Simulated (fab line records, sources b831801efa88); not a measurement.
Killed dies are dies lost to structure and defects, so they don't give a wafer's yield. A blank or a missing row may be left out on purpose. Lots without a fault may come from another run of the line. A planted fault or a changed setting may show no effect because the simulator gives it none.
fab line records | flow sky130
record lots=6 wafers=18 last_day=50
route steps=708 shown LDD_HVP@285 LDD_LDN@289 PAD_OPEN@708
lots that met no fault: from a run of the same line without faults
start_h: hours from the record's first day to the start of the lot's first wafer shown | wait_h: hours since the lot's step before | " the same as in the row above | L1.1+2: a row that stands for several wafers | - no value, or no start given | * or withheld: withheld | < > ~ a bound
route shown NAME@n: a module of which the file shows steps, and the number in the route of the first | usual: mean/standard deviation of fault-free wafers | same: alike in all rows | chamber/n: place in a boat | sites: the reading at each site | _std_site: their standard deviation | _edge_site: outer sites' mean less inner sites' | radius_mm: how far each site lies from the wafer's centre | mask NAME#n: copy n | behind: the tool/chamber that last shaped the wafer | hold: why the lot was held/for how many hours/how that ended | device: the transistor (n, p or np) that didn't switch | end of line: the same wafers' tests at the end of the route | a step without rows: its recipe alone | killed: dies lost to structure and defects at the first sort, not the wafer's yield | map: a wafer's dies, x killed, . not, _ none there
set.NAME: the setting as run; set.NAME@STEP: as run at that earlier step | model.NAME: the simulator's own value behind a step, which no gauge read
lots at some steps of the route; a table a step, a row a wafer
services: from which hour (start_h, from the record's first day; less than 0 if before it) a tool's chamber was out of use, for how many hours, and why
## steps
# step SKY_LDD_HVP_OVL_MEAS_07
# usual LDD_HVP_OVL=0.7/1.4
# columns lot.wafer tool chamber start_h wait_h LDD_HVP_OVL[nm]
L440.2 overlay-01 - 495.84 0.1 -0.6
L440.4 " - " " 1.4
L440.6 " - " " 0.3
L445.3 overlay-01 - 543.20 0.1 1.4
L445.5 " - " " -0.1
L445.6 " - " " 1.5
L446.1 overlay-02 - 557.25 0.1 1.4
L446.5 " - " " 1.1
L446.6 " - " " 0.4
L456.1 overlay-02 - 641.20 0.1 0.2
L456.2 " - " " 0.7
L456.5 " - " " -1.4
L459.1 overlay-01 - 658.45 0.1 3.7
L459.2 " - " " 0.0
L459.5 " - " " 0.7
L463.1 overlay-01 - 703.49 0.1 -0.7
L463.2 " - " " 3.1
L463.6 " - " " 0.6
# step SKY_LDD_HVP_IMPLANT_08
# recipe species=B energy_kev=20 dose_cm2=1.7e+13 tilt_deg=17.9
# step SKY_LDD_HVP_STRIP_09
# recipe chemistry=O2/N2 power_w=1400 pressure_mtorr=1500 platen_temp_c=withheld o2_flow_sccm=3000 n2_flow_sccm=300 overash_fraction=0.5
# usual drypump_motor_current_A=5.9/0.31 oes_product_au=0.409/0.0044 strip_time_to_endpoint_s=4.139/0.01
# columns lot.wafer tool chamber start_h wait_h drypump_motor_current_A oes_product_au rf_hours_counter_h strip_time_to_endpoint_s
L440.2 plasma_asher-04 1 496.04 0.1 6.1 0.409 6 4.153
L440.4 " 1 " " 6.1 0.411 - 4.147
L440.6 " 0 " " 6.3 0.407 - 4.127
L445.3 plasma_asher-01 0 543.41 0.1 5.8 0.410 - 4.145
L445.5 " 1 " " 5.5 0.418 - 4.139
L445.6 " 0 " " 5.8 0.412 - 4.120
L446.1 plasma_asher-04 1 557.44 0.1 6.1 0.409 13 4.146
L446.5 " 0 " " 6.3 0.406 - 4.120
L446.6 " 1 " " 6.1 0.403 - 4.130
L456.1 plasma_asher-01 0 641.39 0.1 5.8 0.412 96 4.123
L456.2 " 1 " " 5.4 0.405 96 4.137
L456.5 " 0 " " 5.8 0.414 - 4.118
L459.1 plasma_asher-02 0 658.64 0.1 6.1 0.419 86 4.136
L459.2 " 1 " " 6.3 0.413 86 4.161
L459.5 " 0 " " 6.1 0.411 - 4.145
L463.1 plasma_asher-02 1 703.68 0.1 6.3 0.411 91 4.145
L463.2 " 0 " " 6.1 0.419 91 4.139
L463.6 " 1 " " 6.3 0.402 - 4.139
# step SKY_LDD_HVP_TW_MEAS_10
# usual LDD_HVP_TW=456/4.6
# columns lot.wafer tool chamber start_h wait_h LDD_HVP_TW
L440.2 film_metro-03 - 496.15 0.1 454
L440.4 " - " " 454
L440.6 " - " " 456
L445.3 film_metro-03 - 543.49 0.1 455
L445.5 " - " " 451
L445.6 " - " " 451
L446.1 film_metro-04 - 557.54 0.1 461
L446.5 " - " " 462
L446.6 " - " " 461
L456.1 film_metro-04 - 641.49 0.1 463
L456.2 " - " " 460
L456.5 " - " " 462
L459.1 film_metro-02 - 658.74 0.1 452
L459.2 " - " " 450
L459.5 " - " " 450
L463.1 film_metro-02 - 703.78 0.1 455
L463.2 " - " " 452
L463.6 " - " " 453
# step SKY_LDD_LDN_DEHYDRATE_00
# recipe temp_c=200 time_s=60
# step SKY_LDD_LDN_HMDS_01
# recipe prime_time_s=60 prime_temp_c=120
# step SKY_LDD_LDN_COAT_02
# recipe resist=NOVOLAK spin_rpm=3000 resist_thk_nm=1140
# step SKY_LDD_LDN_SOFTBAKE_03
# recipe temp_c=90 time_s=60 resist=NOVOLAK
# step SKY_LDD_LDN_EXPOSE_04
# recipe mask_id=LDNTM na=0.6 source_shape=conventional sigma_outer=0.6 polarization=unpolarized target_cd_nm=700 dose_mj=140
# step SKY_LDD_LDN_PEB_05
# recipe temp_c=withheld time_s=* resist=NOVOLAK
# step SKY_LDD_LDN_DEVELOP_06
# recipe resist=NOVOLAK developer=TMAH develop_time_s=60 dev_temp_c=23
# step SKY_LDD_LDN_OVL_MEAS_07
# usual LDD_LDN_OVL=-0.1/1.4
# columns lot.wafer tool chamber start_h wait_h LDD_LDN_OVL[nm]
L440.2 overlay-01 - 526.50 0.1 -0.5
L440.4 " - " " -0.4
L440.6 " - " " 0.2
L445.3 overlay-02 - 572.56 0.1 1.1
L445.5 " - " " -1.9
L445.6 " - " " -1.0
L446.1 overlay-02 - 587.38 0.1 -1.6
L446.5 " - " " -0.8
L446.6 " - " " -0.5
L456.1 overlay-01 - 668.70 0.1 0.9
L456.2 " - " " 0.2
L456.5 " - " " -1.2
L459.1 overlay-01 - 686.39 0.1 -0.1
L459.2 " - " " 0.4
L459.5 " - " " -0.2
L463.1 overlay-01 - 731.43 0.1 0.2
L463.2 " - " " 0.3
L463.6 " - " " -1.0
# step SKY_LDD_LDN_IMPLANT_08
# recipe species=As energy_kev=15 dose_cm2=1.25e+13 tilt_deg=withheld rotation_deg=23
# usual beam_energy_keV=14.999/0.0054 beam_on_s=9.96/0.2
# same implant_ion_amu=75
# columns lot.wafer tool chamber start_h wait_h beam_energy_keV beam_on_s model.implant.rp_nm model.implant.drp_nm
L440.2 implanter-03 0 526.55 0.0 14.998 9.97 13.01 5.933
L440.4 " 0 " " 14.996 9.88 13.01 5.933
L440.6 " 0 " " 15.000 9.89 13.01 5.933
L445.3 implanter-02 0 572.64 0.1 20.414 9.99 15.39 7.312
L445.5 " 0 " " 20.406 9.88 15.39 7.312
L445.6 " 0 " " 20.412 10.14 15.39 7.312
L446.1 implanter-02 0 587.41 0.0 20.393 10.07 15.87 7.312
L446.5 " 0 " " 20.399 9.83 15.87 7.312
L446.6 " 0 " " 20.406 10.14 15.87 7.312
L456.1 implanter-02 0 668.74 0.0 15.000 10.01 12.9 5.933
L456.2 " 0 " " 15.007 9.71 12.9 5.933
L456.5 " 0 " " 15.003 10.19 12.9 5.933
L459.1 implanter-04 0 686.43 0.0 15.007 9.93 12.84 5.933
L459.2 " 0 " " 14.998 9.85 12.84 5.933
L459.5 " 0 " " 14.999 9.97 12.84 5.933
L463.1 implanter-03 0 731.47 0.0 14.999 9.71 13.03 5.933
L463.2 " 0 " " 15.002 10.15 13.03 5.933
L463.6 " 0 " " 15.003 9.50 13.03 5.933
# step SKY_LDD_LDN_IMPLANT_09
# recipe species=As energy_kev=15 dose_cm2=1.25e+13 tilt_deg=withheld rotation_deg=113
# step SKY_PAD_OPEN_PROBE_99
# usual killed_at_M0_to_M3=43/6.8 killed_at_M4_up=3.3/2.1 killed_at_contacts=24/5 killed_at_front_end=15/4.4 killed_at_other=0.3/0.57 killed_dies=86/9.7 killed_open=47/7.3 killed_short=39/6.1
# same gross_dies=492 killed_at_back_side=0
# columns lot.wafer tool chamber start_h wait_h killed_at_M0_to_M3 killed_at_M4_up killed_at_contacts killed_at_front_end killed_at_other killed_dies killed_open killed_short model.etest.tip_sonos.rs_ohm_sq
L440.2 prober-02 - 1078.57 0.1 40 5 32 12 0 89 55 34 2623
L440.4 prober-02 - 1078.67 0.2 22 3 26 23 0 74 45 29 2664
L440.6 prober-02 - 1078.77 0.2 46 2 16 24 0 88 46 42 2656
L445.3 prober-01 - 1113.31 0.2 45 2 27 24 2 100 55 45 2404
L445.5 prober-01 - 1113.41 0.2 46 3 30 13 1 93 55 38 2448
L445.6 prober-01 - 1113.46 0.2 40 2 30 15 0 87 53 34 2441
L446.1 prober-02 - 1120.82 0.1 40 1 26 11 0 78 43 35 2422
L446.5 prober-02 - 1121.02 0.2 39 3 19 16 0 77 33 44 2436
L446.6 prober-02 - 1121.07 0.2 49 3 23 18 1 94 59 34 2426
L456.1 prober-02 - 1175.36 0.1 48 2 30 10 0 90 52 38 2661
L456.2 prober-02 - 1175.41 0.1 39 5 20 16 0 80 42 38 2667
L456.5 prober-02 - 1175.56 0.2 57 3 22 20 0 102 54 48 2635
L459.1 prober-02 - 1185.24 0.1 56 4 24 18 0 102 49 53 2669
L459.2 prober-02 - 1185.29 0.1 47 3 24 9 0 83 46 37 2633
L459.5 prober-02 - 1185.44 0.2 44 3 44 16 0 107 55 48 2656
L463.1 prober-01 - 1206.46 0.1 42 2 19 22 0 85 41 43 2655
L463.2 prober-01 - 1206.51 0.1 43 1 31 17 0 92 47 43 2590
L463.6 prober-01 - 1206.71 0.2 38 0 26 21 1 86 47 38 2671
# killed by level:class
L440.2 CONTACT:geometric_particle:open=12 VIA2:geometric_particle:open=11 VIA1:geometric_particle:open=10 LI_CONTACT:geometric_particle:open=8 FIELD_ISO:geometric_particle:short=6 METAL4:geometric_particle:short=5 METAL1:geometric_particle:short=5 CONTACT:geometric_particle:short=4
L440.4 CONTACT:geometric_particle:open=10 POLY_GATE:geometric_particle:open=6 LI_CONTACT:geometric_particle:open=6 POLY_GATE:geometric_particle:short=5 VIA3:geometric_particle:open=5 FIELD_ISO:geometric_particle:open=4 LOCAL_INTERCONNECT:geometric_particle:short=4 VIA1:geometric_particle:open=4
L440.6 VIA1:geometric_particle:open=10 VIA3:geometric_particle:open=9 FIELD_ISO:geometric_particle:short=8 LI_CONTACT:geometric_particle:open=6 FIELD_ISO:geometric_particle:open=5 POLY_GATE:geometric_particle:open=5 POLY_GATE:geometric_particle:short=5 CONTACT:geometric_particle:open=5
L445.3 CONTACT:geometric_particle:open=10 VIA2:geometric_particle:open=9 METAL1:geometric_particle:short=8 VIA1:geometric_particle:open=8 FIELD_ISO:geometric_particle:open=7 LI_CONTACT:geometric_particle:open=7 POLY_GATE:geometric_particle:short=6 POLY_GATE:geometric_particle:open=6
L445.5 CONTACT:geometric_particle:open=12 LI_CONTACT:geometric_particle:open=11 VIA3:geometric_particle:open=11 VIA1:geometric_particle:open=9 METAL1:geometric_particle:short=5 METAL2:geometric_particle:short=5 VIA2:geometric_particle:short=5 FIELD_ISO:geometric_particle:short=4
L445.6 LI_CONTACT:geometric_particle:open=13 VIA1:geometric_particle:open=9 VIA2:geometric_particle:open=7 CONTACT:geometric_particle:open=7 VIA1:geometric_particle:short=7 POLY_GATE:geometric_particle:short=6 POLY_GATE:geometric_particle:open=6 VIA3:geometric_particle:open=6
L446.1 CONTACT:geometric_particle:open=10 VIA1:geometric_particle:open=10 LI_CONTACT:geometric_particle:open=7 METAL2:geometric_particle:short=6 VIA1:geometric_particle:short=5 CONTACT:geometric_particle:short=4 METAL1:geometric_particle:short=4 VIA2:geometric_particle:open=4
L446.5 CONTACT:geometric_particle:open=8 POLY_GATE:geometric_particle:short=6 VIA1:geometric_particle:short=6 VIA1:geometric_particle:open=6 VIA2:geometric_particle:short=6 METAL2:geometric_particle:short=5 METAL3:geometric_particle:short=5 VIA3:geometric_particle:open=5
L446.6 VIA3:geometric_particle:open=11 VIA1:geometric_particle:open=10 CONTACT:geometric_particle:open=9 VIA2:geometric_particle:open=8 POLY_GATE:geometric_particle:open=6 CONTACT:geometric_particle:short=5 VIA1:geometric_particle:short=5 LI_CONTACT:geometric_particle:open=4
L456.1 VIA1:geometric_particle:open=15 VIA3:geometric_particle:open=11 LI_CONTACT:geometric_particle:open=8 CONTACT:geometric_particle:open=7 VIA3:geometric_particle:short=7 CONTACT:geometric_particle:short=6 LOCAL_INTERCONNECT:geometric_particle:short=5 POLY_GATE:geometric_particle:short=3
L456.2 FIELD_ISO:geometric_particle:open=7 VIA3:geometric_particle:open=7 CONTACT:geometric_particle:open=6 METAL3:geometric_particle:short=5 LI_CONTACT:geometric_particle:open=5 VIA1:geometric_particle:open=5 VIA1:geometric_particle:short=5 POLY_GATE:geometric_particle:open=4
L456.5 VIA1:geometric_particle:open=11 VIA3:geometric_particle:open=10 METAL1:geometric_particle:short=9 VIA2:geometric_particle:open=9 METAL2:geometric_particle:short=6 LI_CONTACT:geometric_particle:open=5 CONTACT:geometric_particle:open=5 VIA1:geometric_particle:short=5
L459.1 VIA1:geometric_particle:open=11 LI_CONTACT:geometric_particle:open=9 VIA1:geometric_particle:short=9 POLY_GATE:geometric_particle:short=7 CONTACT:geometric_particle:open=7 METAL1:geometric_particle:short=7 METAL2:geometric_particle:short=6 POLY_GATE:geometric_particle:open=6
L459.2 CONTACT:geometric_particle:open=14 VIA1:geometric_particle:open=10 METAL1:geometric_particle:short=7 VIA2:geometric_particle:open=7 VIA1:geometric_particle:short=5 CONTACT:geometric_particle:short=4 POLY_GATE:geometric_particle:short=3 LI_CONTACT:geometric_particle:open=3
L459.5 CONTACT:geometric_particle:open=14 VIA1:geometric_particle:open=12 LI_CONTACT:geometric_particle:open=10 LOCAL_INTERCONNECT:geometric_particle:short=8 CONTACT:geometric_particle:short=8 VIA2:geometric_particle:open=6 POLY_GATE:geometric_particle:short=5 VIA1:geometric_particle:short=5
L463.1 VIA3:geometric_particle:open=9 CONTACT:geometric_particle:open=9 METAL1:geometric_particle:short=9 FIELD_ISO:geometric_particle:short=8 VIA1:geometric_particle:open=6 VIA2:geometric_particle:open=6 POLY_GATE:geometric_particle:short=5 POLY_GATE:geometric_particle:open=5
L463.2 CONTACT:geometric_particle:open=13 CONTACT:geometric_particle:short=9 VIA1:geometric_particle:open=8 FIELD_ISO:geometric_particle:short=7 VIA3:geometric_particle:short=6 LI_CONTACT:geometric_particle:open=6 VIA2:geometric_particle:open=6 METAL1:geometric_particle:short=5
L463.6 LI_CONTACT:geometric_particle:open=9 VIA1:geometric_particle:open=9 CONTACT:geometric_particle:open=7 VIA2:geometric_particle:short=6 VIA3:geometric_particle:open=5 METAL1:geometric_particle:short=5 POLY_GATE:geometric_particle:open=4 LOCAL_INTERCONNECT:geometric_particle:short=4
## services
# columns tool chamber start_h hours kind
plasma_asher-01 - 473.88 1.2 repair
implanter-04 - 486.94 24.7 repair
plasma_asher-01 - 491.65 4.8 repair
plasma_asher-01 - 527.63 2.8 pm
plasma_asher-04 - 564.10 0.8 repair
plasma_asher-02 - 581.26 2.8 pm
implanter-04 - 608.93 2.4 repair
plasma_asher-02 - 619.50 15.6 pm
plasma_asher-01 - 661.18 11.0 repair
implanter-02 - 671.65 0.5 repair
plasma_asher-04 - 724.47 0.4 repair
## key
first_sign step=SKY_LDD_LDN_IMPLANT_08 reading=beam_energy_keV direction=up sigmas=99+ usual=* struck=*
effect none on later readings
model_effect step=SKY_LDD_LDN_IMPLANT_08 value=implant.rp_nm without=12.54 struck=15.63
model_effect step=SKY_PAD_OPEN_PROBE_99 value=etest.tip_sonos.rs_ohm_sq without=2649 struck=2430
met_at SKY_LDD_LDN_IMPLANT_08
struck_wafers L445.3,L445.5,L445.6,L446.1,L446.5,L446.6
tester_left_out L445,L446
fault kind=process_parameter_drift tool=implanter-02 chamber=- onset_h=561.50 steps=SKY_LDD_LDN_IMPLANT_08 channel=energy_kev offset=* shape=step end_h=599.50 acts_in=* stated=*
# tester_left_out: of these lots the tester's yield and bins aren't shown, on N5 and GAA mostly nor the transistor test; their killed dies are dies lost to structure and defects alone, not to doping, threshold or leakage, so they don't give the yield
